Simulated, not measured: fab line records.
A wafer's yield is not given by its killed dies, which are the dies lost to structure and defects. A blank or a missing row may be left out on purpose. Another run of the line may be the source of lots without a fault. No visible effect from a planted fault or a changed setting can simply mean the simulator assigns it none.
Chamber matching / flow sky130 / 4 sister chambers for SKY_LI_CONTACT_CMP_24 on cmp-02
The step polishes, stops on PSG, t overpolish 20 s, target thk 0 nm. 8 wafers are shown with their chamber, then 9 later ones without.

== WAFERS PAIRED WITH THEIR CHAMBERS ==
wafer=L743.5; chamber=1; motorCurrentA (A)=10.7; timeToEndpointS (s)=108
wafer=L745.2; chamber=0; motorCurrentA (A)=9.7; timeToEndpointS (s)=91
wafer=L745.5; chamber=0; motorCurrentA (A)=9.3; timeToEndpointS (s)=95
wafer=L746.1; chamber=1; motorCurrentA (A)=10.8; timeToEndpointS (s)=103
wafer=L746.6; chamber=3; motorCurrentA (A)=11.3; timeToEndpointS (s)=96
wafer=L749.3; chamber=3; motorCurrentA (A)=11.2; timeToEndpointS (s)=93
wafer=L749.4; chamber=2; motorCurrentA (A)=10.9; timeToEndpointS (s)=93
wafer=L749.5; chamber=2; motorCurrentA (A)=11.3; timeToEndpointS (s)=94

== WAFERS WITH NO CHAMBER GIVEN ==
wafer=L750.2; motorCurrentA (A)=11.4; timeToEndpointS (s)=90
wafer=L750.3; motorCurrentA (A)=9.7; timeToEndpointS (s)=92
wafer=L750.6; motorCurrentA (A)=10.0; timeToEndpointS (s)=90
wafer=L751.3; motorCurrentA (A)=11.9; timeToEndpointS (s)=92
wafer=L751.5; motorCurrentA (A)=9.7; timeToEndpointS (s)=91
wafer=L751.6; motorCurrentA (A)=11.7; timeToEndpointS (s)=90
wafer=L756.1; motorCurrentA (A)=11.9; timeToEndpointS (s)=91
wafer=L756.4; motorCurrentA (A)=11.6; timeToEndpointS (s)=93
wafer=L756.5; motorCurrentA (A)=10.0; timeToEndpointS (s)=94

== THE CHAMBER EACH PASSED THROUGH ==
wafer=L750.2; from the rows above=can't be placed: 3 or 2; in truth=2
wafer=L750.3; from the rows above=0; in truth=0
wafer=L750.6; from the rows above=0; in truth=0
wafer=L751.3; from the rows above=can't be placed: 3 or 2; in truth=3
wafer=L751.5; from the rows above=0; in truth=0
wafer=L751.6; from the rows above=can't be placed: 3 or 2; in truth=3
wafer=L756.1; from the rows above=can't be placed: 3 or 2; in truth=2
wafer=L756.4; from the rows above=can't be placed: 3 or 2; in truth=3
wafer=L756.5; from the rows above=0; in truth=0
4 of 9 placed correctly. Cannot be placed on the basis of these rows: 5; the candidates contain the true chamber in 5. 0 placed wrongly.
How it was worked out, from the rows above alone: a wafer's distance from a chamber is the root of the sum, over the readings, of the square of ((its reading less the chamber's mean) divided by the reading's scatter). If the next closest chamber is less than 2 further off than the closest, the wafer can't be placed; otherwise it belongs to the closest. A chamber's mean is the mean of its shown wafers. The scatter is the square root of a quotient: the sum, over the shown wafers, of each reading's squared deviation from its chamber's mean, divided by wafers minus chambers.
